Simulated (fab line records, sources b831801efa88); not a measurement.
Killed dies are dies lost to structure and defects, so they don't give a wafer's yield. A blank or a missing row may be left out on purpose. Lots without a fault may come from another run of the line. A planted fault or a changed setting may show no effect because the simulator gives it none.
fab line records | flow sky130
record lots=13 wafers=39 last_day=50
route steps=708 shown LDD_P@266 POLY_CUT@318 SD_P@327 PAD_OPEN@708
lots that met no fault: from a run of the same line without faults
start_h: hours from the record's first day to the start of the lot's first wafer shown | wait_h: hours since the lot's step before | " the same as in the row above | L1.1+2: a row that stands for several wafers | - no value, or no start given | * or withheld: withheld | < > ~ a bound
route shown NAME@n: a module of which the file shows steps, and the number in the route of the first | usual: mean/standard deviation of fault-free wafers | same: alike in all rows | chamber/n: place in a boat | sites: the reading at each site | _std_site: their standard deviation | _edge_site: outer sites' mean less inner sites' | radius_mm: how far each site lies from the wafer's centre | mask NAME#n: copy n | behind: the tool/chamber that last shaped the wafer | hold: why the lot was held/for how many hours/how that ended | device: the transistor (n, p or np) that didn't switch | end of line: the same wafers' tests at the end of the route | a step without rows: its recipe alone | killed: dies lost to structure and defects at the first sort, not the wafer's yield | map: a wafer's dies, x killed, . not, _ none there
set.NAME: the setting as run; set.NAME@STEP: as run at that earlier step | model.NAME: the simulator's own value behind a step, which no gauge read
steps of the route over a sample of lots; a table a step, a row a wafer
services: from which hour (start_h, from the record's first day; less than 0 if before it) a tool's chamber was out of use, for how many hours, and why
## steps
# step SKY_LDD_P_TW_MEAS_11
# usual LDD_P_TW=632/6.4
# columns lot.wafer tool chamber start_h wait_h LDD_P_TW
L276.1 film_metro-03 - 423.07 0.1 628
L276.4 " - " " 626
L276.5 " - " " 625
L277.1 film_metro-02 - 434.94 0.1 632
L277.5 " - " " 634
L277.6 " - " " 633
L278.4 film_metro-02 - 442.29 0.1 636
L278.5 " - " " 633
L278.6 " - " " 636
L280.3 film_metro-03 - 464.46 0.1 625
L280.5 " - " " 624
L280.6 " - " " 623
L281.1 film_metro-03 - 476.99 0.1 626
L281.2 " - " " 622
L281.5 " - " " 622
L284.2 film_metro-03 - 508.17 0.1 630
L284.3 " - " " 633
L284.6 " - " " 628
L282.3 film_metro-01 - 509.01 0.1 641
L282.4 " - " " 641
L282.5 " - " " 640
L287.1 film_metro-03 - 536.84 0.1 628
L287.2 " - " " 625
L287.3 " - " " 629
L290.4 film_metro-03 - 562.47 0.1 623
L290.5 " - " " 629
L290.6 " - " " 629
L291.2 film_metro-02 - 569.70 0.1 635
L291.3 " - " " 641
L291.5 " - " " 637
L292.1 film_metro-02 - 574.84 0.1 637
L292.2 " - " " 636
L292.5 " - " " 639
L297.1 film_metro-03 - 620.54 0.1 628
L297.3 " - " " 632
L297.6 " - " " 628
L299.1 film_metro-03 - 625.64 0.1 625
L299.3 " - " " 628
L299.6 " - " " 628
# step SKY_POLY_CUT_ETCH_11
# recipe target=Si3N4 chemistry=CF4/CH2F2/Ar stop_on=poly-Si source_w=600 bias_w=150 pressure_mtorr=40 cf4_flow_sccm=40 ch2f2_flow_sccm=20 Ar_flow_sccm=150 time_s=42.5 target_depth_a=600
# usual drypump_motor_current_A=5.7/0.46 oes_product_au=0.828/0.006 run_length_s=70.9/0.38 throttle_valve_pct=14.994/0.01
# columns lot.wafer tool chamber start_h wait_h drypump_motor_current_A oes_product_au rf_hours_counter_h run_length_s throttle_valve_pct
L276.1 rie_diel-03 0 546.70 0.0 5.8 0.830 9 71.0 14.986
L276.4 " 2 " " 6.8 0.825 59 70.7 14.993
L276.5 " 0 " " 5.8 0.819 - 70.4 14.996
L277.1 rie_diel-03 0 558.23 0.0 5.8 0.829 9 70.4 15.002
L277.5 " 3 " " 5.5 0.830 - 70.8 14.983
L277.6 " 0 " " 5.8 0.823 - 70.9 14.996
L278.4 rie_diel-03 0 564.43 0.0 5.8 0.831 10 70.4 15.000
L278.5 " 2 " " 6.8 0.838 - 70.7 14.996
L278.6 " 3 " " 5.5 0.834 - 70.3 14.990
L280.3 rie_diel-04 2 586.18 0.0 5.9 0.832 64 70.9 15.001
L280.5 " 0 " " 5.8 0.814 - 70.8 14.993
L280.6 " 3 " " 6.0 0.818 - 70.2 14.998
L281.1 rie_diel-02 3 600.88 0.0 6.1 0.835 1 71.0 14.984
L281.2 " 2 " " 5.0 0.827 2 71.7 15.001
L281.5 " 0 " " 5.5 0.829 - 71.1 14.986
L284.2 rie_diel-02 3 629.57 0.0 6.1 0.822 2 71.2 14.987
L284.3 " 0 " " 5.5 0.828 0 71.4 14.988
L284.6 " 2 " " 5.0 0.834 - 71.7 14.992
L282.3 rie_diel-03 1 630.10 0.0 5.1 0.821 60 70.7 14.998
L282.4 " 0 " " 5.8 0.830 11 70.4 14.996
L282.5 " 2 " " 6.7 0.827 - 71.3 14.989
L287.1 rie_diel-02 3 657.95 0.0 6.1 0.821 2 71.1 14.974
L287.2 " 2 " " 5.0 0.831 3 71.4 14.987
L287.3 " 0 " " 5.4 0.820 1 71.4 14.982
L290.4 rie_diel-02 2 682.25 0.0 5.0 0.845 4 71.4 15.001
L290.5 " 1 " " 5.3 0.835 - 71.3 15.004
L290.6 " 2 " " 5.0 0.837 - 71.1 14.996
L291.2 rie_diel-03 1 688.83 0.0 5.1 0.832 1 71.3 14.985
L291.3 " 3 " " 5.5 0.964 8 63.8 15.004
L291.5 " 1 " " 5.1 0.831 - 70.6 15.014
L292.1 rie_diel-03 1 692.95 0.0 5.1 0.831 1 70.6 14.986
L292.2 " 3 " " 5.5 0.968 8 63.7 15.008
L292.5 " 3 " " 5.5 0.961 - 63.8 15.001
L297.1 rie_diel-02 1 737.43 0.0 5.4 0.832 4 71.4 15.004
L297.3 " 2 " " 5.1 0.829 5 71.6 14.992
L297.6 " 3 " " 6.1 0.845 - 70.6 14.997
L299.1 rie_diel-02 2 741.08 0.0 5.0 0.836 5 71.1 14.982
L299.3 " 3 " " 6.1 0.823 4 70.8 15.012
L299.6 " 1 " " 5.3 0.824 - 71.1 14.988
# step SKY_SD_P_CD_MEAS_07
# recipe target_cd_nm=380
# usual cd_nm=380.1/2.4
# columns lot.wafer tool chamber start_h wait_h cd_nm
L276.1 cd_sem-02 - 576.82 0.1 381.0
L276.4 " - " " 381.5
L276.5 " - " " 381.1
L277.1 cd_sem-02 - 587.41 0.1 382.1
L277.5 " - " " 383.8
L277.6 " - " " 385.6
L278.4 cd_sem-01 - 593.35 0.1 378.7
L278.5 " - " " 378.7
L278.6 " - " " 379.2
L280.3 cd_sem-01 - 614.63 0.1 379.9
L280.5 " - " " 380.0
L280.6 " - " " 380.0
L281.1 cd_sem-02 - 630.44 0.1 378.8
L281.2 " - " " 381.6
L281.5 " - " " 382.0
L284.2 cd_sem-01 - 658.19 0.1 380.6
L284.3 " - " " 379.6
L284.6 " - " " 379.5
L282.3 cd_sem-01 - 659.03 0.1 378.0
L282.4 " - " " 375.0
L282.5 " - " " 376.4
L287.1 cd_sem-02 - 685.94 0.1 383.6
L287.2 " - " " 382.3
L287.3 " - " " 380.6
L290.4 cd_sem-01 - 709.60 0.1 380.5
L290.5 " - " " 382.0
L290.6 " - " " 378.6
L291.2 cd_sem-02 - 716.93 0.1 379.6
L291.3 " - " " 379.4
L291.5 " - " " 379.5
L292.1 cd_sem-02 - 720.41 0.1 377.7
L292.2 " - " " 378.5
L292.5 " - " " 381.0
L297.1 cd_sem-02 - 764.71 0.1 380.8
L297.3 " - " " 378.6
L297.6 " - " " 378.1
L299.1 cd_sem-01 - 768.82 0.1 381.2
L299.3 " - " " 381.8
L299.6 " - " " 382.1
# step SKY_SD_P_TW_MEAS_11
# usual SD_P_TW=2835/15
# columns lot.wafer tool chamber start_h wait_h SD_P_TW
L276.1 film_metro-04 - 577.23 0.1 2847
L276.4 " - " " 2846
L276.5 " - " " 2836
L277.1 film_metro-04 - 587.81 0.1 2829
L277.5 " - " " 2842
L277.6 " - " " 2841
L278.4 film_metro-04 - 593.72 0.1 2850
L278.5 " - " " 2852
L278.6 " - " " 2846
L280.3 film_metro-02 - 615.01 0.1 2817
L280.5 " - " " 2826
L280.6 " - " " 2823
L281.1 film_metro-02 - 630.84 0.1 2820
L281.2 " - " " 2826
L281.5 " - " " 2816
L284.2 film_metro-04 - 658.59 0.1 2858
L284.3 " - " " 2840
L284.6 " - " " 2846
L282.3 film_metro-01 - 659.41 0.1 2844
L282.4 " - " " 2843
L282.5 " - " " 2856
L287.1 film_metro-04 - 686.34 0.1 2854
L287.2 " - " " 2851
L287.3 " - " " 2852
L290.4 film_metro-02 - 709.97 0.1 2826
L290.5 " - " " 2824
L290.6 " - " " 2834
L291.2 film_metro-02 - 717.34 0.1 2812
L291.3 " - " " 2811
L291.5 " - " " 2829
L292.1 film_metro-02 - 720.81 0.1 2833
L292.2 " - " " 2836
L292.5 " - " " 2828
L297.1 film_metro-02 - 765.11 0.1 2826
L297.3 " - " " 2832
L297.6 " - " " 2834
L299.1 film_metro-02 - 769.23 0.1 2830
L299.3 " - " " 2807
L299.6 " - " " 2814
# step SKY_PAD_OPEN_PROBE_99
# usual killed_at_M0_to_M3=45/6.9 killed_at_M4_up=3.0/1.7 killed_at_contacts=25/5.6 killed_at_front_end=15/4.2 killed_at_other=0.3/0.55 killed_dies=89/9.6 killed_open=49/7.2 killed_short=39/6.5
# same gross_dies=492 killed_at_back_side=0
# columns lot.wafer tool chamber start_h wait_h killed_at_M0_to_M3 killed_at_M4_up killed_at_contacts killed_at_front_end killed_at_other killed_dies killed_open killed_short
L276.1 prober-02 - 1068.15 0.1 44 2 29 13 0 88 43 45
L276.4 prober-02 - 1068.30 0.2 51 2 28 13 0 94 58 36
L276.5 prober-02 - 1068.35 0.2 42 2 22 20 0 86 55 31
L277.1 prober-01 - 1073.45 0.1 53 3 24 17 0 97 56 41
L277.5 prober-01 - 1073.65 0.2 38 4 32 9 0 83 40 43
L277.6 prober-01 - 1073.70 0.2 35 4 23 13 0 75 38 37
L278.4 prober-02 - 1081.14 0.2 54 4 26 15 0 99 57 42
L278.5 prober-02 - 1081.19 0.2 41 3 28 15 1 88 45 43
L278.6 prober-02 - 1081.24 0.2 56 2 24 14 0 96 60 36
L280.3 prober-02 - 1092.65 0.2 44 3 19 21 1 88 50 38
L280.5 prober-02 - 1092.75 0.2 55 2 27 10 0 94 55 39
L280.6 prober-02 - 1092.80 0.2 37 5 36 26 0 104 53 48
L281.1 prober-01 - 1105.46 0.1 35 1 25 21 0 82 53 29
L281.2 prober-01 - 1105.51 0.1 40 3 19 12 0 74 42 32
L281.5 prober-01 - 1105.66 0.2 32 7 18 10 0 67 34 33
L284.2 prober-02 - 1127.14 0.1 42 7 27 7 0 83 48 35
L284.3 prober-02 - 1127.19 0.2 34 3 30 23 1 91 53 37
L284.6 prober-02 - 1127.34 0.2 47 2 33 15 0 97 49 48
L282.3 prober-01 - 1128.69 0.2 45 3 21 11 0 80 47 33
L282.4 prober-01 - 1128.74 0.2 37 4 25 16 1 83 45 37
L282.5 prober-01 - 1128.79 0.2 53 1 17 16 1 88 45 41
L287.1 prober-02 - 1143.14 0.1 41 2 32 15 0 90 56 34
L287.2 prober-02 - 1143.19 0.1 46 1 24 9 0 80 47 33
L287.3 prober-02 - 1143.24 0.2 44 2 24 18 0 88 59 28
L290.4 prober-01 - 1158.84 0.2 42 4 23 14 0 83 48 35
L290.5 prober-01 - 1158.89 0.2 43 0 45 17 0 105 69 36
L290.6 prober-01 - 1158.94 0.2 53 7 21 12 0 93 54 39
L291.2 prober-02 - 1164.21 0.1 49 3 25 11 0 88 49 39
L291.3 prober-02 - 1164.26 0.2 49 3 20 24 1 97 53 44
L291.5 prober-02 - 1164.36 0.2 42 0 17 19 0 78 36 42
L292.1 prober-01 - 1165.89 0.1 56 2 23 13 0 94 57 37
L292.2 prober-01 - 1165.94 0.1 44 4 33 18 0 99 51 48
L292.5 prober-01 - 1166.09 0.2 36 8 38 13 1 96 45 51
L297.1 prober-02 - 1193.30 0.1 53 6 21 17 1 98 57 40
L297.3 prober-02 - 1193.40 0.2 50 2 25 16 2 95 55 38
L297.6 prober-02 - 1193.55 0.2 45 2 18 16 1 82 46 36
L299.1 prober-02 - 1195.34 0.1 37 5 28 12 1 83 48 34
L299.3 prober-02 - 1195.44 0.2 49 1 21 10 0 81 47 33
L299.6 prober-02 - 1195.59 0.2 42 0 19 11 1 73 40 33
# killed by level:class
L276.1 VIA1:geometric_particle:open=14 LI_CONTACT:geometric_particle:open=8 LOCAL_INTERCONNECT:geometric_particle:short=6 CONTACT:geometric_particle:short=6 VIA1:geometric_particle:short=6 FIELD_ISO:geometric_particle:short=5 CONTACT:geometric_particle:open=5 VIA2:geometric_particle:open=5
L276.4 VIA1:geometric_particle:open=19 VIA3:geometric_particle:open=9 CONTACT:geometric_particle:open=9 LI_CONTACT:geometric_particle:open=7 LI_CONTACT:geometric_particle:short=5 CONTACT:geometric_particle:short=4 METAL1:geometric_particle:short=4 METAL2:geometric_particle:short=4
L276.5 VIA1:geometric_particle:open=16 CONTACT:geometric_particle:open=9 VIA3:geometric_particle:open=6 LI_CONTACT:geometric_particle:open=5 VIA1:geometric_particle:short=5 FIELD_ISO:geometric_particle:short=4 POLY_GATE:geometric_particle:open=4 LOCAL_INTERCONNECT:geometric_particle:short=4
L277.1 VIA1:geometric_particle:open=14 CONTACT:geometric_particle:open=9 VIA2:geometric_particle:open=9 METAL1:geometric_particle:short=7 VIA3:geometric_particle:short=7 FIELD_ISO:geometric_particle:open=5 POLY_GATE:geometric_particle:open=4 POLY_GATE:geometric_particle:short=4
L277.5 VIA1:geometric_particle:open=12 CONTACT:geometric_particle:open=11 CONTACT:geometric_particle:short=8 LI_CONTACT:geometric_particle:open=6 VIA1:geometric_particle:short=6 LI_CONTACT:geometric_particle:short=4 VIA3:geometric_particle:open=4 FIELD_ISO:geometric_particle:short=3
L277.6 VIA1:geometric_particle:open=8 CONTACT:geometric_particle:open=7 LOCAL_INTERCONNECT:geometric_particle:short=6 VIA3:geometric_particle:open=5 SPACER:geometric_particle:open=4 LI_CONTACT:geometric_particle:open=4 CONTACT:geometric_particle:short=4 METAL1:geometric_particle:short=4
L278.4 VIA1:geometric_particle:open=14 CONTACT:geometric_particle:open=12 VIA3:geometric_particle:open=12 CONTACT:geometric_particle:short=7 VIA1:geometric_particle:short=6 METAL3:geometric_particle:short=6 FIELD_ISO:geometric_particle:short=5 POLY_GATE:geometric_particle:open=5
L278.5 LI_CONTACT:geometric_particle:open=9 CONTACT:geometric_particle:open=8 VIA1:geometric_particle:short=7 VIA3:geometric_particle:open=7 FIELD_ISO:geometric_particle:open=6 POLY_GATE:geometric_particle:short=5 METAL1:geometric_particle:short=5 LOCAL_INTERCONNECT:geometric_particle:short=5
L278.6 VIA1:geometric_particle:open=19 VIA3:geometric_particle:open=11 CONTACT:geometric_particle:open=9 VIA2:geometric_particle:open=6 METAL2:geometric_particle:short=5 POLY_GATE:geometric_particle:open=4 LOCAL_INTERCONNECT:geometric_particle:short=4 CONTACT:geometric_particle:short=4
L280.3 VIA1:geometric_particle:open=10 FIELD_ISO:geometric_particle:short=9 VIA2:geometric_particle:open=8 FIELD_ISO:geometric_particle:open=6 LI_CONTACT:geometric_particle:open=6 METAL2:geometric_particle:short=5 VIA3:geometric_particle:open=5 LI_CONTACT:geometric_particle:short=4
L280.5 VIA1:geometric_particle:open=16 CONTACT:geometric_particle:open=12 VIA3:geometric_particle:open=10 VIA2:geometric_particle:open=7 METAL2:geometric_particle:short=6 LI_CONTACT:geometric_particle:open=5 METAL1:geometric_particle:short=5 CONTACT:geometric_particle:short=4
L280.6 LI_CONTACT:geometric_particle:open=12 VIA1:geometric_particle:open=11 POLY_GATE:geometric_particle:short=8 CONTACT:geometric_particle:open=8 LOCAL_INTERCONNECT:geometric_particle:short=7 METAL2:geometric_particle:short=6 VIA3:geometric_particle:open=5 POLY_GATE:geometric_particle:open=4
L281.1 CONTACT:geometric_particle:open=9 VIA3:geometric_particle:open=8 VIA1:geometric_particle:open=7 FIELD_ISO:geometric_particle:open=5 FIELD_ISO:geometric_particle:short=5 POLY_GATE:geometric_particle:open=5 LI_CONTACT:geometric_particle:short=5 METAL1:geometric_particle:open=5
L281.2 VIA2:geometric_particle:open=12 CONTACT:geometric_particle:open=7 FIELD_ISO:geometric_particle:open=6 VIA1:geometric_particle:open=5 METAL2:geometric_particle:short=5 METAL3:geometric_particle:short=5 VIA3:geometric_particle:open=4 CONTACT:geometric_particle:short=4
L281.5 LI_CONTACT:geometric_particle:open=6 FIELD_ISO:geometric_particle:open=5 LOCAL_INTERCONNECT:geometric_particle:short=5 VIA1:geometric_particle:short=5 VIA1:geometric_particle:open=5 VIA2:geometric_particle:short=5 METAL4:geometric_particle:short=5 METAL3:geometric_particle:short=4
L284.2 VIA1:geometric_particle:open=14 CONTACT:geometric_particle:open=9 LI_CONTACT:geometric_particle:open=6 CONTACT:geometric_particle:short=6 VIA2:geometric_particle:short=5 METAL2:geometric_particle:short=5 METAL1:geometric_particle:short=5 LOCAL_INTERCONNECT:geometric_particle:short=4
L284.3 CONTACT:geometric_particle:open=15 VIA2:geometric_particle:open=8 VIA1:geometric_particle:open=6 CONTACT:geometric_particle:short=5 POLY_GATE:geometric_particle:short=5 POLY_GATE:geometric_particle:open=5 SPACER:geometric_particle:open=5 VIA3:geometric_particle:open=5
L284.6 CONTACT:geometric_particle:open=13 VIA1:geometric_particle:open=11 CONTACT:geometric_particle:short=9 VIA3:geometric_particle:open=8 METAL1:geometric_particle:short=7 VIA1:geometric_particle:short=5 VIA2:geometric_particle:open=5 LI_CONTACT:geometric_particle:open=4
L282.3 VIA1:geometric_particle:open=11 METAL1:geometric_particle:short=9 CONTACT:geometric_particle:open=9 LI_CONTACT:geometric_particle:open=7 METAL2:geometric_particle:short=6 METAL2:geometric_particle:open=5 VIA1:geometric_particle:short=4 VIA2:geometric_particle:open=4
L282.4 VIA3:geometric_particle:open=8 CONTACT:geometric_particle:open=7 METAL1:geometric_particle:short=6 LI_CONTACT:geometric_particle:open=6 CONTACT:geometric_particle:short=6 POLY_GATE:geometric_particle:open=5 METAL2:geometric_particle:short=5 FIELD_ISO:geometric_particle:open=4
L282.5 VIA1:geometric_particle:open=12 VIA2:geometric_particle:open=10 METAL2:geometric_particle:short=8 POLY_GATE:geometric_particle:open=5 LI_CONTACT:geometric_particle:open=5 VIA1:geometric_particle:short=5 FIELD_ISO:geometric_particle:short=4 CONTACT:geometric_particle:short=4
L287.1 VIA1:geometric_particle:open=23 LI_CONTACT:geometric_particle:open=13 CONTACT:geometric_particle:short=7 CONTACT:geometric_particle:open=6 POLY_GATE:geometric_particle:short=5 POLY_GATE:geometric_particle:open=5 FIELD_ISO:geometric_particle:short=4 LOCAL_INTERCONNECT:geometric_particle:short=4
L287.2 VIA1:geometric_particle:open=11 CONTACT:geometric_particle:open=11 LI_CONTACT:geometric_particle:open=8 METAL2:geometric_particle:short=8 VIA1:geometric_particle:short=7 VIA3:geometric_particle:open=6 POLY_GATE:geometric_particle:short=3 VIA2:geometric_particle:open=3
L287.3 VIA1:geometric_particle:open=15 CONTACT:geometric_particle:open=9 VIA2:geometric_particle:open=7 POLY_GATE:geometric_particle:open=5 LI_CONTACT:geometric_particle:open=5 VIA3:geometric_particle:open=5 FIELD_ISO:geometric_particle:open=4 METAL2:geometric_particle:short=4
L290.4 VIA1:geometric_particle:open=9 LI_CONTACT:geometric_particle:open=8 METAL2:geometric_particle:short=7 CONTACT:geometric_particle:open=6 VIA2:geometric_particle:open=6 VIA3:geometric_particle:open=6 FIELD_ISO:geometric_particle:short=5 POLY_GATE:geometric_particle:short=4
L290.5 CONTACT:geometric_particle:open=21 LI_CONTACT:geometric_particle:open=12 VIA3:geometric_particle:open=7 VIA1:geometric_particle:open=6 VIA2:geometric_particle:open=6 FIELD_ISO:geometric_particle:open=5 LOCAL_INTERCONNECT:geometric_particle:short=5 VIA1:geometric_particle:short=5
L290.6 VIA2:geometric_particle:open=11 CONTACT:geometric_particle:open=9 VIA1:geometric_particle:open=9 VIA1:geometric_particle:short=8 VIA3:geometric_particle:open=7 LI_CONTACT:geometric_particle:open=5 METAL4:geometric_particle:short=5 LOCAL_INTERCONNECT:geometric_particle:short=4
L291.2 VIA1:geometric_particle:open=15 METAL2:geometric_particle:short=10 LI_CONTACT:geometric_particle:open=9 CONTACT:geometric_particle:open=7 VIA2:geometric_particle:open=7 VIA1:geometric_particle:short=5 CONTACT:geometric_particle:short=4 METAL1:geometric_particle:short=4
L291.3 VIA1:geometric_particle:open=13 FIELD_ISO:geometric_particle:short=11 VIA3:geometric_particle:open=8 CONTACT:geometric_particle:open=7 VIA2:geometric_particle:open=7 VIA2:geometric_particle:short=5 LOCAL_INTERCONNECT:geometric_particle:short=5 FIELD_ISO:geometric_particle:open=4
L291.5 VIA1:geometric_particle:open=9 VIA1:geometric_particle:short=9 CONTACT:geometric_particle:open=8 FIELD_ISO:geometric_particle:short=4 SONOS_ONO:geometric_particle:short=4 VIA3:geometric_particle:open=4 METAL2:geometric_particle:short=4 VIA3:geometric_particle:short=4
L292.1 VIA1:geometric_particle:open=11 CONTACT:geometric_particle:open=11 VIA2:geometric_particle:open=10 VIA3:geometric_particle:open=9 VIA1:geometric_particle:short=7 LI_CONTACT:geometric_particle:open=4 METAL1:geometric_particle:short=4 METAL2:geometric_particle:short=4
L292.2 CONTACT:geometric_particle:open=16 VIA1:geometric_particle:open=11 LI_CONTACT:geometric_particle:open=8 METAL2:geometric_particle:short=7 VIA1:geometric_particle:short=6 CONTACT:geometric_particle:short=5 POLY_GATE:geometric_particle:short=5 VIA2:geometric_particle:short=4
L292.5 CONTACT:geometric_particle:open=15 CONTACT:geometric_particle:short=11 VIA1:geometric_particle:open=8 METAL4:geometric_particle:short=7 LOCAL_INTERCONNECT:geometric_particle:short=6 VIA2:geometric_particle:open=6 VIA1:geometric_particle:short=5 METAL2:geometric_particle:short=5
L297.1 VIA3:geometric_particle:open=15 VIA1:geometric_particle:open=9 LI_CONTACT:geometric_particle:open=9 METAL2:geometric_particle:short=7 CONTACT:geometric_particle:open=6 METAL1:geometric_particle:short=6 FIELD_ISO:geometric_particle:short=5 POLY_GATE:geometric_particle:open=5
L297.3 VIA1:geometric_particle:open=11 LI_CONTACT:geometric_particle:open=9 CONTACT:geometric_particle:open=9 VIA3:geometric_particle:open=9 VIA3:geometric_particle:short=8 METAL1:geometric_particle:short=7 FIELD_ISO:geometric_particle:open=5 POLY_GATE:geometric_particle:open=4
L297.6 VIA1:geometric_particle:open=13 LI_CONTACT:geometric_particle:open=7 VIA3:geometric_particle:open=7 METAL1:geometric_particle:short=7 POLY_GATE:geometric_particle:short=6 VIA2:geometric_particle:open=6 METAL2:geometric_particle:short=5 FIELD_ISO:geometric_particle:short=4
L299.1 CONTACT:geometric_particle:open=9 LI_CONTACT:geometric_particle:open=8 CONTACT:geometric_particle:short=8 VIA1:geometric_particle:open=8 VIA3:geometric_particle:open=7 FIELD_ISO:geometric_particle:open=5 FIELD_ISO:geometric_particle:short=4 METAL1:geometric_particle:short=4
L299.3 VIA1:geometric_particle:open=14 CONTACT:geometric_particle:open=11 VIA3:geometric_particle:open=8 METAL2:geometric_particle:short=7 METAL1:geometric_particle:short=6 VIA1:geometric_particle:short=5 LI_CONTACT:geometric_particle:open=4 CONTACT:geometric_particle:short=3
L299.6 VIA1:geometric_particle:open=14 METAL2:geometric_particle:short=7 VIA3:geometric_particle:open=6 CONTACT:geometric_particle:short=5 FIELD_ISO:geometric_particle:open=4 LOCAL_INTERCONNECT:geometric_particle:short=4 LI_CONTACT:geometric_particle:open=4 VIA2:geometric_particle:short=4
## services
# columns tool chamber start_h hours kind
rie_diel-02 1 546.16 - clean
rie_diel-02 1 546.16 21.1 scheduled_down
rie_diel-02 1 546.16 21.1 vent_cycle
rie_diel-04 2 552.23 3.4 repair
rie_diel-03 0 568.64 2.9 repair
rie_diel-04 3 601.84 13.1 repair
rie_diel-02 0 605.91 - clean
rie_diel-02 0 605.91 18.5 scheduled_down
rie_diel-02 0 605.91 18.5 vent_cycle
rie_diel-03 1 614.48 3.2 repair
rie_diel-02 2 632.60 3.4 repair
rie_diel-04 2 660.81 - clean
rie_diel-04 2 660.81 19.3 scheduled_down
rie_diel-04 2 660.81 19.3 vent_cycle
rie_diel-03 1 663.29 - clean
rie_diel-03 1 663.29 13.5 scheduled_down
rie_diel-03 1 663.29 13.5 vent_cycle
rie_diel-03 2 677.78 10.6 repair
rie_diel-03 2 688.42 - clean
rie_diel-03 2 688.42 10.4 scheduled_down
rie_diel-03 2 688.42 10.4 vent_cycle
rie_diel-04 - 704.32 1.8 repair
rie_diel-04 1 725.24 15.6 repair
rie_diel-04 2 730.34 5.1 repair
## key
first_sign step=SKY_POLY_CUT_ETCH_11 reading=oes_product_au direction=up sigmas=23 usual=0.828 struck=0.964
effect step=SKY_POLY_CUT_ETCH_11 reading=run_length_s direction=down sigmas=19 usual=* struck=*
met_at SKY_POLY_CUT_ETCH_11
struck_lots L291,L292
struck_wafers L291.3,L292.2,L292.5
tester_left_out L291,L292
not_acting_at SKY_LDD_P_TW_MEAS_11,SKY_SD_P_CD_MEAS_07,SKY_SD_P_TW_MEAS_11
onset_between 564.43 688.83
fault kind=process_parameter_drift tool=rie_diel-03 chamber=3 onset_h=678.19 steps=SKY_POLY_CUT_ETCH_11 channel=time_s offset=* shape=step end_h=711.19 acts_in=* stated=*
# tester_left_out: of these lots the tester's yield and bins aren't shown, on N5 and GAA mostly nor the transistor test; their killed dies are dies lost to structure and defects alone, not to doping, threshold or leakage, so they don't give the yield
